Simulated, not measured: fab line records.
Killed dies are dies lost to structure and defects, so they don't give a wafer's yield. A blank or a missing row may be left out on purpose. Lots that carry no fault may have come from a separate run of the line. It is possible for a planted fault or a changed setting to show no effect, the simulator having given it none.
What tool caused it? :: flow sky130 :: 11 lots with 33 wafers sampled at 4 steps, on a route of 708 steps

WHAT THE GAUGES SHOWED, per wafer
SKY_VIA2_OVL_MEAS_13.
lot: L272
measured: day 37 05:46
on: overlay-02
VIA2_OVL (nm): 10 13 10

lot: L273
measured: day 37 12:02
on: overlay-01
VIA2_OVL (nm): 4 -2 -1

lot: L274
measured: day 37 17:52
on: overlay-01
VIA2_OVL (nm): 4 -4 4

lot: L276
measured: day 38 03:58
on: overlay-02
VIA2_OVL (nm): 6 -7 3

lot: L277
measured: day 38 12:16
on: overlay-02
VIA2_OVL (nm): 10 3 6

lot: L278
measured: day 38 18:44
on: overlay-02
VIA2_OVL (nm): 0 5 2

lot: L279
measured: day 39 02:14
on: overlay-02
VIA2_OVL (nm): 10 16 7

lot: L280
measured: day 39 18:53
on: overlay-02
VIA2_OVL (nm): 5 -1 4

lot: L290
measured: day 42 11:13
on: overlay-02
VIA2_OVL (nm): 9 4 7

lot: L291
measured: day 42 14:58
on: overlay-01
VIA2_OVL (nm): 10 3 7

lot: L293
measured: day 43 15:31
on: overlay-01
VIA2_OVL (nm): 1 -6 -1

TOOL THAT RAN EACH LOT (tool first, then ch and the chambers of the sampled wafers, then the start)
lot: L272
SKY_METAL1_METAL_ETCH_19: rie metal-03 ch 0,1, day 33 15:28
SKY_METAL2_SPUTTER_02: pvd sputter-03, day 34 21:49
SKY_METAL2_METAL_ETCH_19: rie metal-02 ch 0,1, day 36 01:07

lot: L273
SKY_METAL1_METAL_ETCH_19: rie metal-01 ch 0,1, day 34 00:44
SKY_METAL2_SPUTTER_02: pvd sputter-04, day 35 06:33
SKY_METAL2_METAL_ETCH_19: rie metal-03 ch 1, day 36 08:35

lot: L274
SKY_METAL1_METAL_ETCH_19: rie metal-02 ch 0,1, day 34 04:08
SKY_METAL2_SPUTTER_02: pvd sputter-04, day 35 10:26
SKY_METAL2_METAL_ETCH_19: rie metal-02 ch 0, day 36 13:46

lot: L276
SKY_METAL1_METAL_ETCH_19: rie metal-03 ch 0,1, day 34 16:56
SKY_METAL2_SPUTTER_02: pvd sputter-03, day 35 21:59
SKY_METAL2_METAL_ETCH_19: rie metal-02 ch 1, day 37 00:55

lot: L277
SKY_METAL1_METAL_ETCH_19: rie metal-03 ch 0,1, day 35 01:56
SKY_METAL2_SPUTTER_02: pvd sputter-04, day 36 06:53
SKY_METAL2_METAL_ETCH_19: rie metal-02 ch 0,1, day 37 09:20

lot: L278
SKY_METAL1_METAL_ETCH_19: rie metal-01 ch 0,1, day 35 07:47
SKY_METAL2_SPUTTER_02: pvd sputter-04, day 36 13:35
SKY_METAL2_METAL_ETCH_19: rie metal-02 ch 0,1, day 37 16:20

lot: L279
SKY_METAL1_METAL_ETCH_19: rie metal-02 ch 0,1, day 35 15:58
SKY_METAL2_SPUTTER_02: pvd sputter-02, day 36 20:50
SKY_METAL2_METAL_ETCH_19: rie metal-04 ch 0,1, day 37 23:14

lot: L280
SKY_METAL1_METAL_ETCH_19: rie metal-01 ch 0,1, day 36 09:32
SKY_METAL2_SPUTTER_02: pvd sputter-02, day 37 14:46
SKY_METAL2_METAL_ETCH_19: rie metal-03 ch 0,1, day 38 16:19

lot: L290
SKY_METAL1_METAL_ETCH_19: rie metal-03 ch 0,1, day 39 05:23
SKY_METAL2_SPUTTER_02: pvd sputter-03, day 40 09:31
SKY_METAL2_METAL_ETCH_19: rie metal-03 ch 0,1, day 41 10:43

lot: L291
SKY_METAL1_METAL_ETCH_19: rie metal-02 ch 0,1, day 39 10:56
SKY_METAL2_SPUTTER_02: pvd sputter-02, day 40 14:07
SKY_METAL2_METAL_ETCH_19: rie metal-03 ch 0,1, day 41 14:41

lot: L293
SKY_METAL1_METAL_ETCH_19: rie metal-01 ch 0,1, day 40 12:03
SKY_METAL2_SPUTTER_02: pvd sputter-04, day 41 15:20
SKY_METAL2_METAL_ETCH_19: rie metal-04 ch 0,1, day 42 15:13
- SKY_METAL1_METAL_ETCH_19: etches the open film in Cl2/BCl3, stops on SiO2, target depth 360 nm, time 78 s.
- SKY_METAL2_SPUTTER_02: material AlCu, target thk 250 nm, time 13.3 s.
- SKY_METAL2_METAL_ETCH_19: etches the open film in Cl2/BCl3, stops on SiO2, target depth 360 nm, time 78 s.

THE ANSWER, worked out from the rows above alone
Rule: usual is defined by the lots themselves. Put in order of their means at a reading, lots are off if they are a third of the lots or fewer, leave a main group of 4 or more, and stand apart from it by a gap of 3 or more times the standard deviation of the main group's means; of several such gaps the widest counts. If all means in a main group match to the digits the tables above print for the reading, that group is not used. Also off: a lot with no number at a reading for which 4 or more lots have one. Where the step has rows for the other lots, those lots are counted as sound.
Nothing can be told from this: no lot is off at any reading shown.

WHAT THE SIMULATOR HAD INSERTED
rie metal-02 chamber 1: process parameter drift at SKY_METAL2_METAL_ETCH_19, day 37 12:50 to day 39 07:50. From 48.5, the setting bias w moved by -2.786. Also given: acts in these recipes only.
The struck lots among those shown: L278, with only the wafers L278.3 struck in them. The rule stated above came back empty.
